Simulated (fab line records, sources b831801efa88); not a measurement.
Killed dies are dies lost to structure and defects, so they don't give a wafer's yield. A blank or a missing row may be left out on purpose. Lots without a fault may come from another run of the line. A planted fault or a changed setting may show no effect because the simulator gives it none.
A struck lot beside a sound one | flow sfq_line | 42 steps out of a route of 325
Sound: wafers L866.1, L866.2, L866.3. Struck: wafers L867.3, L867.5, L867.6. The cause comes at the end.
At each step with rows: each side's tool, then ch and its chambers, then its first start. Under that, the readings that differ: sound wafers | struck wafers | difference of the means | sigmas: that difference in standard deviations of wafers without a fault.
alike: readings whose means differ by less than 2 such deviations, and words and numbers that are the same on both sides. not compared: withheld readings, readings that some wafer has no value for, bounds like >300 that may hide the same value, and numbers for which the record gives no deviation and whose values overlap.
The two part at a step that has a row with sigmas, a row that says differs or no value, or rows on one side only. Numbers that don't overlap but have no deviation are shown without sigmas and don't part them. A reading that every wafer of one side lacks parts them only if that side has two wafers or more.

first, 6 steps without rows for these wafers: SFQ_TRILAYER_L0_VIA_LITHO_COAT_018 (resist thk 62 nm); SFQ_TRILAYER_L0_VIA_LITHO_COAT_013 (resist thk 650 nm); SFQ_TRILAYER_L0_VIA_LITHO_SOFTBAKE_017; SFQ_TRILAYER_L0_VIA_LITHO_EXPOSE_014 (exposes mask L0V, target cd 700 nm); SFQ_TRILAYER_L0_VIA_LITHO_PEB_016 (peb time 60 s); SFQ_TRILAYER_L0_VIA_LITHO_DEVELOP_015 (time 60 s).
SFQ_L0V_OVL_MEAS_903:
  sound on overlay-02, day 7 06:55; struck on overlay-02, day 7 11:43
  alike: L0V_OVL
SFQ_TRILAYER_L0_VIA_BARC_OPEN_VIA_ETCH_021: etches BARC in O2, target depth 125 nm, time 41.7 s.
  sound on rie_diel-03 ch 0,1,3, day 7 06:56; struck on rie_diel-02 ch 1,2,3, day 7 11:44
  alike: chamber_pressure_mTorr, drypump_motor_current_A, oes_product_au
  not compared: rf_hours_counter_h
SFQ_TRILAYER_L0_VIA_ETCH_VIA_ETCH_016: etches SiO2 in CHF3, stops on MoNx KI, target depth 80 nm.
  sound on rie_diel-03 ch 0,1,3, day 7 06:59; struck on rie_diel-02 ch 1,2,3, day 7 11:47
  alike: chamber_pressure_mTorr, drypump_motor_current_A, oes_product_au
then, 3 steps without rows for these wafers: SFQ_TRILAYER_L0_VIA_STRIP_STRIP_017 (strips in O2); SFQ_TRILAYER_L0_VIA_STRIP_SOLV_CLEAN_018 (cleans in NMP, time 600 s); SFQ_TRILAYER_M0_DEP_PRE_CLEAN_020 (time 15 s).
SFQ_TRILAYER_M0_DEP_SPUTTER_019: material Nb, target thk 200 nm, time 133.3 s.
  sound on pvd_sputter-05, day 7 07:50; struck on pvd_sputter-05, day 7 12:38
  reading                                             | sound             | struck            | difference | sigmas
  model.Nb_of_TRILAYER_M0_DEP_SPUTTER_019.thk_nm (nm) | 193.7 194.2 193.7 | 198.2 198.8 199.6 | +5.0       |
  alike: base_pressure_pa, resputter_cathode_voltage_v, throttle_valve_pct
SFQ_M0_RS_MEAS_904: measures by four-point-probe.
  sound on film_metro-02, day 7 07:55; struck on film_metro-01, day 7 12:46
  reading           | sound             | struck            | difference | sigmas
  M0_NB_RS (ohm/sq) | 0.921 0.917 0.917 | 0.901 0.896 0.891 | -0.022     | -3
then, 6 steps without rows for these wafers: SFQ_TRILAYER_M0_LITHO_COAT_026 (resist thk 62 nm); SFQ_TRILAYER_M0_LITHO_COAT_021 (resist thk 600 nm); SFQ_TRILAYER_M0_LITHO_SOFTBAKE_025; SFQ_TRILAYER_M0_LITHO_EXPOSE_022 (exposes mask M0, target cd 500 nm); SFQ_TRILAYER_M0_LITHO_PEB_024 (peb time 60 s); SFQ_TRILAYER_M0_LITHO_DEVELOP_023 (time 60 s).
-- the record jumps here: 4 days lie between the struck wafers' starts before and after --
SFQ_M0_OVL_MEAS_906:
  sound on overlay-01, day 10 23:31; struck on overlay-02, day 11 05:31
  alike: M0_OVL
then, 1 step without rows for these wafers: SFQ_TRILAYER_M0_BARC_OPEN_METAL_ETCH_031 (etches BARC in O2, target depth 125 nm, time 41.7 s).
SFQ_TRILAYER_M0_ETCH_METAL_ETCH_024: etches Nb in Cl2/Ar, stops on SiO2, target depth 240 nm, time 120 s.
  sound on rie_metal-02 ch 0,1, day 10 23:36; struck on rie_metal-01 ch 0,1, day 11 05:39
  reading                        | sound             | struck            | difference | sigmas
  oes_product_au (a.u.)          | 0.882 0.877 0.873 | 0.885 0.894 0.906 | +0.018     | +3
  model.etch.depth_nm (nm)       | 193.7 194.2 193.7 | 198.2 198.8 199.6 | +5.0       |
  model.M0.feature_depth_nm (nm) | 193.7 194.2 193.7 | 198.2 198.8 199.6 | +5.0       |
  alike: chamber_pressure_mTorr, drypump_motor_current_A
  not compared: rf_hours_counter_h
then, 3 steps without rows for these wafers: SFQ_TRILAYER_M0_STRIP_STRIP_025 (strips in O2); SFQ_TRILAYER_M0_STRIP_SOLV_CLEAN_026 (cleans in NMP, time 600 s); SFQ_TRILAYER_I0_DEP_PECVD_027 (deposits SiO2 from SiH4/N2O, time 111.11 s, target thk 500 nm).
SFQ_TRILAYER_I0_CMP_CMP_028: polishes SiO2.
  sound on cmp-02 ch 0,2,3, day 11 06:38; struck on cmp-02 ch 0,1,2, day 11 14:08
  alike: motor_current_A, time_to_endpoint_s
SFQ_I0_BOW_MEAS_907:
  sound on film_metro-03, day 11 09:38; struck on film_metro-01, day 11 15:41
  alike: I0_BOW
then, 7 steps without rows for these wafers: SFQ_TRILAYER_I0_METRO_MEASURE_029; SFQ_TRILAYER_I0_VIA_LITHO_COAT_036 (resist thk 62 nm); SFQ_TRILAYER_I0_VIA_LITHO_COAT_031 (resist thk 650 nm); SFQ_TRILAYER_I0_VIA_LITHO_SOFTBAKE_035; SFQ_TRILAYER_I0_VIA_LITHO_EXPOSE_032 (exposes mask I0, target cd 500 nm); SFQ_TRILAYER_I0_VIA_LITHO_PEB_034 (peb time 60 s); SFQ_TRILAYER_I0_VIA_LITHO_DEVELOP_033 (time 60 s).
-- the record jumps here: 4 days lie between the struck wafers' starts before and after --
SFQ_I0_OVL_MEAS_908:
  sound on overlay-02, day 15 14:02; struck on overlay-02, day 15 21:15
  alike: I0_OVL
SFQ_TRILAYER_I0_VIA_BARC_OPEN_VIA_ETCH_046: etches BARC in O2, target depth 125 nm, time 41.7 s.
  sound on rie_diel-01 ch 0,2,3, day 15 14:04; struck on rie_diel-02 ch 0,2, day 15 21:16
  alike: chamber_pressure_mTorr, drypump_motor_current_A, oes_product_au
  not compared: rf_hours_counter_h
then, 1 step without rows for these wafers: SFQ_TRILAYER_I0_VIA_ETCH_VIA_ETCH_034 (etches SiO2 in CHF3, stops on Nb, target depth 260 nm).
SFQ_TRILAYER_I0_VIA_STRIP_STRIP_035: strips in O2.
  sound on rie_metal-03 ch 0,1, day 15 14:13; struck on rie_metal-01 ch 0,1, day 15 21:37
  alike: chamber_pressure_mTorr, drypump_motor_current_A, oes_product_au
  not compared: rf_hours_counter_h
then, 2 steps without rows for these wafers: SFQ_TRILAYER_I0_VIA_STRIP_SOLV_CLEAN_036 (cleans in NMP, time 600 s); SFQ_TRILAYER_M1_DEP_PRE_CLEAN_038 (time 22.5 s).
-- the record jumps here: 59 days lie between the struck wafers' starts before and after --
SFQ_M8_BOW_MEAS_951:
  sound on film_metro-03, day 74 21:17; struck on film_metro-01, day 75 00:55
  reading               | sound                | struck              | difference | sigmas
  model.etest.m0.ohm_um | 1.853 1.839 1.85     | 1.806 1.801 1.792   | -0.048     |
  model.etest.m0.ohm_sq | 0.9191 0.9169 0.9191 | 0.8986 0.8957 0.892 | -0.0229    |
  alike: M8_BOW

WHERE THEY PART
First at SFQ_M0_RS_MEAS_904; last, within this record, at SFQ_TRILAYER_M0_ETCH_METAL_ETCH_024. Later steps at which nothing parts them and some readings are alike: SFQ_TRILAYER_I0_CMP_CMP_028, SFQ_I0_BOW_MEAS_907, SFQ_I0_OVL_MEAS_908, SFQ_TRILAYER_I0_VIA_BARC_OPEN_VIA_ETCH_046, SFQ_TRILAYER_I0_VIA_STRIP_STRIP_035, SFQ_M8_BOW_MEAS_951.

WHY: what the simulator had put in
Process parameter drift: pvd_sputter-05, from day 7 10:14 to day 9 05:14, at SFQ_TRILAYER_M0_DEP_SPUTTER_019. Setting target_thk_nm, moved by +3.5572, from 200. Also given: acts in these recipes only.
